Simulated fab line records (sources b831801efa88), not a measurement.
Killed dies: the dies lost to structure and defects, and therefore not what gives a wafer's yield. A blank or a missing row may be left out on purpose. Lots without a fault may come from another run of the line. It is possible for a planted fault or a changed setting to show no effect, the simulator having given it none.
What tool caused it? || flow sky130 || 12 lots with 36 wafers sampled at 5 steps, on a route of 708 steps

## WHAT THE GAUGES SHOWED, per wafer
SKY_SONOS_ONO_THK_MEAS_05.
{"lot": "L312", "measured": "day 11 12:43", "on": "film metro-04", "SONOS_ONO_CVD_04_THK (nm)": "5.60 5.69 5.66"}
{"lot": "L314", "measured": "day 12 15:32", "on": "film metro-03", "SONOS_ONO_CVD_04_THK (nm)": "5.66 5.63 5.66"}
{"lot": "L315", "measured": "day 12 21:14", "on": "film metro-03", "SONOS_ONO_CVD_04_THK (nm)": "5.73 5.58 5.74"}
{"lot": "L316", "measured": "day 13 02:47", "on": "film metro-03", "SONOS_ONO_CVD_04_THK (nm)": "5.43 5.49 5.43"}
{"lot": "L320", "measured": "day 14 13:12", "on": "film metro-03", "SONOS_ONO_CVD_04_THK (nm)": "5.70 5.82 5.86"}
{"lot": "L321", "measured": "day 14 18:56", "on": "film metro-04", "SONOS_ONO_CVD_04_THK (nm)": "5.79 5.74 5.67"}
{"lot": "L322", "measured": "day 15 05:05", "on": "film metro-04", "SONOS_ONO_CVD_04_THK (nm)": "5.74 5.79 5.78"}
{"lot": "L323", "measured": "day 15 05:05", "on": "film metro-03", "SONOS_ONO_CVD_04_THK (nm)": "5.74 5.68 5.69"}
{"lot": "L324", "measured": "day 15 16:29", "on": "film metro-03", "SONOS_ONO_CVD_04_THK (nm)": "5.79 5.69 5.84"}
{"lot": "L325", "measured": "day 16 00:22", "on": "film metro-02", "SONOS_ONO_CVD_04_THK (nm)": "5.61 5.77 5.81"}
{"lot": "L326", "measured": "day 16 09:42", "on": "film metro-04", "SONOS_ONO_CVD_04_THK (nm)": "6.64 6.64 6.56"}
{"lot": "L327", "measured": "day 17 03:41", "on": "film metro-04", "SONOS_ONO_CVD_04_THK (nm)": "6.74 6.67 6.81"}

SKY_SONOS_ONO_OVL_MEAS_14.
{"lot": "L312", "measured": "day 12 13:35", "on": "overlay-01", "SONOS_ONO_OVL (nm)": "1.0 -0.5 0.8"}
{"lot": "L314", "measured": "day 13 16:47", "on": "overlay-02", "SONOS_ONO_OVL (nm)": "-1.2 -1.4 0.8"}
{"lot": "L315", "measured": "day 13 22:14", "on": "overlay-01", "SONOS_ONO_OVL (nm)": "-1.0 -1.6 -0.2"}
{"lot": "L316", "measured": "day 14 04:53", "on": "overlay-01", "SONOS_ONO_OVL (nm)": "-0.9 -1.6 1.3"}
{"lot": "L320", "measured": "day 15 14:29", "on": "overlay-01", "SONOS_ONO_OVL (nm)": "0.4 1.1 -1.6"}
{"lot": "L321", "measured": "day 15 21:55", "on": "overlay-01", "SONOS_ONO_OVL (nm)": "-1.4 1.7 -0.6"}
{"lot": "L322", "measured": "day 16 07:40", "on": "overlay-01", "SONOS_ONO_OVL (nm)": "-0.7 -0.2 -0.6"}
{"lot": "L323", "measured": "day 16 07:55", "on": "overlay-02", "SONOS_ONO_OVL (nm)": "-0.9 -3.2 -1.3"}
{"lot": "L324", "measured": "day 16 18:59", "on": "overlay-01", "SONOS_ONO_OVL (nm)": "0.6 0.3 -1.1"}
{"lot": "L325", "measured": "day 17 04:51", "on": "overlay-01", "SONOS_ONO_OVL (nm)": "-0.7 -3.0 0.6"}
{"lot": "L326", "measured": "day 17 14:31", "on": "overlay-02", "SONOS_ONO_OVL (nm)": "-0.4 0.1 -0.2"}
{"lot": "L327", "measured": "day 18 08:22", "on": "overlay-01", "SONOS_ONO_OVL (nm)": "-0.1 -1.6 -0.2"}

SKY_GATE_OXIDE_THK_MEAS_02.
{"lot": "L312", "measured": "day 12 15:44", "on": "film metro-02", "GATE_OXIDE_OXIDATION_00_THK (nm)": "10.77 10.64 10.67"}
{"lot": "L314", "measured": "day 13 18:58", "on": "film metro-01", "GATE_OXIDE_OXIDATION_00_THK (nm)": "10.11 10.28 10.32"}
{"lot": "L315", "measured": "day 14 00:25", "on": "film metro-01", "GATE_OXIDE_OXIDATION_00_THK (nm)": "10.34 10.32 10.16"}
{"lot": "L316", "measured": "day 14 08:10", "on": "film metro-03", "GATE_OXIDE_OXIDATION_00_THK (nm)": "10.45 10.49 10.57"}
{"lot": "L320", "measured": "day 15 18:52", "on": "film metro-03", "GATE_OXIDE_OXIDATION_00_THK (nm)": "10.52 10.68 10.38"}
{"lot": "L321", "measured": "day 16 00:29", "on": "film metro-01", "GATE_OXIDE_OXIDATION_00_THK (nm)": "10.68 10.66 10.72"}
{"lot": "L322", "measured": "day 16 10:09", "on": "film metro-02", "GATE_OXIDE_OXIDATION_00_THK (nm)": "10.18 10.26 10.30"}
{"lot": "L323", "measured": "day 16 10:09", "on": "film metro-01", "GATE_OXIDE_OXIDATION_00_THK (nm)": "10.18 10.24 10.40"}
{"lot": "L324", "measured": "day 16 21:57", "on": "film metro-03", "GATE_OXIDE_OXIDATION_00_THK (nm)": "10.19 10.25 10.24"}
{"lot": "L325", "measured": "day 17 07:32", "on": "film metro-01", "GATE_OXIDE_OXIDATION_00_THK (nm)": "10.13 10.16 10.08"}
{"lot": "L326", "measured": "day 17 17:16", "on": "film metro-01", "GATE_OXIDE_OXIDATION_00_THK (nm)": "10.60 10.84 10.82"}
{"lot": "L327", "measured": "day 18 11:04", "on": "film metro-02", "GATE_OXIDE_OXIDATION_00_THK (nm)": "10.18 10.35 10.16"}

## WHICH TOOL RAN EACH LOT (tool, then ch and the chambers of the sampled wafers, then the start)
{"lot": "L312", "SKY_SONOS_ONO_CVD_04": "lpcvd-03 ch 0, day 11 11:27", "SKY_SONOS_ONO_ETCH_15": "rie diel-03 ch 0,1,2, day 12 13:37"}
{"lot": "L314", "SKY_SONOS_ONO_CVD_04": "lpcvd-03 ch 1, day 12 14:17", "SKY_SONOS_ONO_ETCH_15": "rie diel-03 ch 1,2,3, day 13 16:49"}
{"lot": "L315", "SKY_SONOS_ONO_CVD_04": "lpcvd-03 ch 0, day 12 19:59", "SKY_SONOS_ONO_ETCH_15": "rie diel-02 ch 1,3, day 13 22:16"}
{"lot": "L316", "SKY_SONOS_ONO_CVD_04": "lpcvd-03 ch 1, day 13 01:32", "SKY_SONOS_ONO_ETCH_15": "rie diel-02 ch 1,2,3, day 14 04:55"}
{"lot": "L320", "SKY_SONOS_ONO_CVD_04": "lpcvd-03 ch 0, day 14 10:22", "SKY_SONOS_ONO_ETCH_15": "rie diel-02 ch 1,2,3, day 15 14:31"}
{"lot": "L321", "SKY_SONOS_ONO_CVD_04": "lpcvd-03 ch 1, day 14 16:07", "SKY_SONOS_ONO_ETCH_15": "rie diel-02 ch 0,3, day 15 21:56"}
{"lot": "L322", "SKY_SONOS_ONO_CVD_04": "lpcvd-03 ch 0, day 15 03:11", "SKY_SONOS_ONO_ETCH_15": "rie diel-03 ch 1,2, day 16 07:41"}
{"lot": "L323", "SKY_SONOS_ONO_CVD_04": "lpcvd-03 ch 0, day 15 03:11", "SKY_SONOS_ONO_ETCH_15": "rie diel-02 ch 1,2, day 16 07:56"}
{"lot": "L324", "SKY_SONOS_ONO_CVD_04": "lpcvd-03 ch 1, day 15 15:14", "SKY_SONOS_ONO_ETCH_15": "rie diel-04 ch 1,2,3, day 16 19:01"}
{"lot": "L325", "SKY_SONOS_ONO_CVD_04": "lpcvd-03 ch 0, day 15 23:07", "SKY_SONOS_ONO_ETCH_15": "rie diel-02 ch 0,3, day 17 04:53"}
{"lot": "L326", "SKY_SONOS_ONO_CVD_04": "lpcvd-03 ch 0, day 16 08:26", "SKY_SONOS_ONO_ETCH_15": "rie diel-03 ch 2,3, day 17 14:32"}
{"lot": "L327", "SKY_SONOS_ONO_CVD_04": "lpcvd-03 ch 1, day 17 02:25", "SKY_SONOS_ONO_ETCH_15": "rie diel-03 ch 0,1,2, day 18 08:24"}
- SKY_SONOS_ONO_CVD_04: deposits SiO2 from SiH4/N2O, target thk 5.7199 nm.
- SKY_SONOS_ONO_ETCH_15: etches the open film in CHF3/O2, target depth 19.52 nm, time 7.8 s.

## WHAT THE TOOLS THEMSELVES READ (means of the sampled wafers that have a number; where no wafer has one, the mark that the record gives instead)
SKY_SONOS_ONO_CVD_04.
{"lot": "L312", "tool": "lpcvd-03", "spike tc upper C (C)": 901.3}
{"lot": "L314", "tool": "lpcvd-03", "spike tc upper C (C)": 899.0}
{"lot": "L315", "tool": "lpcvd-03", "spike tc upper C (C)": 901.0}
{"lot": "L316", "tool": "lpcvd-03", "spike tc upper C (C)": 900.5}
{"lot": "L320", "tool": "lpcvd-03", "spike tc upper C (C)": 901.5}
{"lot": "L321", "tool": "lpcvd-03", "spike tc upper C (C)": 899.8}
{"lot": "L322", "tool": "lpcvd-03", "spike tc upper C (C)": 902.0}
{"lot": "L323", "tool": "lpcvd-03", "spike tc upper C (C)": 902.1}
{"lot": "L324", "tool": "lpcvd-03", "spike tc upper C (C)": 898.5}
{"lot": "L325", "tool": "lpcvd-03", "spike tc upper C (C)": 900.4}
{"lot": "L326", "tool": "lpcvd-03", "spike tc upper C (C)": 901.3}
{"lot": "L327", "tool": "lpcvd-03", "spike tc upper C (C)": 899.2}

SKY_SONOS_ONO_ETCH_15.
{"lot": "L312", "tool": "rie diel-03", "O2_flow_sccm (sccm)": 5.001, "drypump motor current A (A)": 5.9, "oes product au (a.u.)": 1.003, "throttle valve pct (%)": 8.831}
{"lot": "L314", "tool": "rie diel-03", "O2_flow_sccm (sccm)": 4.978, "drypump motor current A (A)": 5.8, "oes product au (a.u.)": 0.992, "throttle valve pct (%)": 8.820}
{"lot": "L315", "tool": "rie diel-02", "O2_flow_sccm (sccm)": 5.005, "drypump motor current A (A)": 5.4, "oes product au (a.u.)": 0.990, "throttle valve pct (%)": 8.821}
{"lot": "L316", "tool": "rie diel-02", "O2_flow_sccm (sccm)": 5.005, "drypump motor current A (A)": 5.4, "oes product au (a.u.)": 0.995, "throttle valve pct (%)": 8.824}
{"lot": "L320", "tool": "rie diel-02", "O2_flow_sccm (sccm)": 4.991, "drypump motor current A (A)": 5.4, "oes product au (a.u.)": 0.989, "throttle valve pct (%)": 8.814}
{"lot": "L321", "tool": "rie diel-02", "O2_flow_sccm (sccm)": 5.002, "drypump motor current A (A)": 6.2, "oes product au (a.u.)": 0.991, "throttle valve pct (%)": 8.825}
{"lot": "L322", "tool": "rie diel-03", "O2_flow_sccm (sccm)": 4.982, "drypump motor current A (A)": 5.8, "oes product au (a.u.)": 1.000, "throttle valve pct (%)": 8.824}
{"lot": "L323", "tool": "rie diel-02", "O2_flow_sccm (sccm)": 5.000, "drypump motor current A (A)": 5.7, "oes product au (a.u.)": 0.991, "throttle valve pct (%)": 8.826}
{"lot": "L324", "tool": "rie diel-04", "O2_flow_sccm (sccm)": 4.990, "drypump motor current A (A)": 5.8, "oes product au (a.u.)": 1.002, "throttle valve pct (%)": 8.830}
{"lot": "L325", "tool": "rie diel-02", "O2_flow_sccm (sccm)": 4.994, "drypump motor current A (A)": 5.6, "oes product au (a.u.)": 1.003, "throttle valve pct (%)": 8.822}
{"lot": "L326", "tool": "rie diel-03", "O2_flow_sccm (sccm)": 4.996, "drypump motor current A (A)": 5.8, "oes product au (a.u.)": 0.998, "throttle valve pct (%)": 8.821}
{"lot": "L327", "tool": "rie diel-03", "O2_flow_sccm (sccm)": 4.998, "drypump motor current A (A)": 5.9, "oes product au (a.u.)": 1.002, "throttle valve pct (%)": 8.834}

## THE ANSWER, worked out from the rows above alone
Rule: the lots themselves supply what counts as usual. The widest of any qualifying gaps counts: lots, ordered by their means at a reading, are off when they make up no more than a third of the lots, leave a main group of 4 or more, and stand apart from it by 3 or more times the standard deviation of that group's means. The tables above print the reading to a certain number of digits; a main group whose means all agree to those digits is not used. A lot without any number at a reading at which 4 lots or more have one is off too. Any other lot the step has rows for is counted as sound. Order of review: gauges by route order, followed by the tools' own readings, for which a lot's mean as printed above is used. At the first step where some lot is off, the reading lying furthest off is the one used; lots without a number count as furthest.
Off: at SKY_SONOS_ONO_THK_MEAS_05 (SONOS_ONO_CVD_04_THK), L326, L327. The main group: mean 5.69 nm, standard deviation 0.094.
If a tool, at a process step before that reading, ran all the lots that are off and no sound lot after the first of them, it fits. The gauges at SKY_SONOS_ONO_THK_MEAS_05 are tried like those tools. Can't be told from this: 2 tools fit, lpcvd-03 at SKY_SONOS_ONO_CVD_04, film metro-04 at SKY_SONOS_ONO_THK_MEAS_05.

## WHAT THE SIMULATOR HAD PUT IN
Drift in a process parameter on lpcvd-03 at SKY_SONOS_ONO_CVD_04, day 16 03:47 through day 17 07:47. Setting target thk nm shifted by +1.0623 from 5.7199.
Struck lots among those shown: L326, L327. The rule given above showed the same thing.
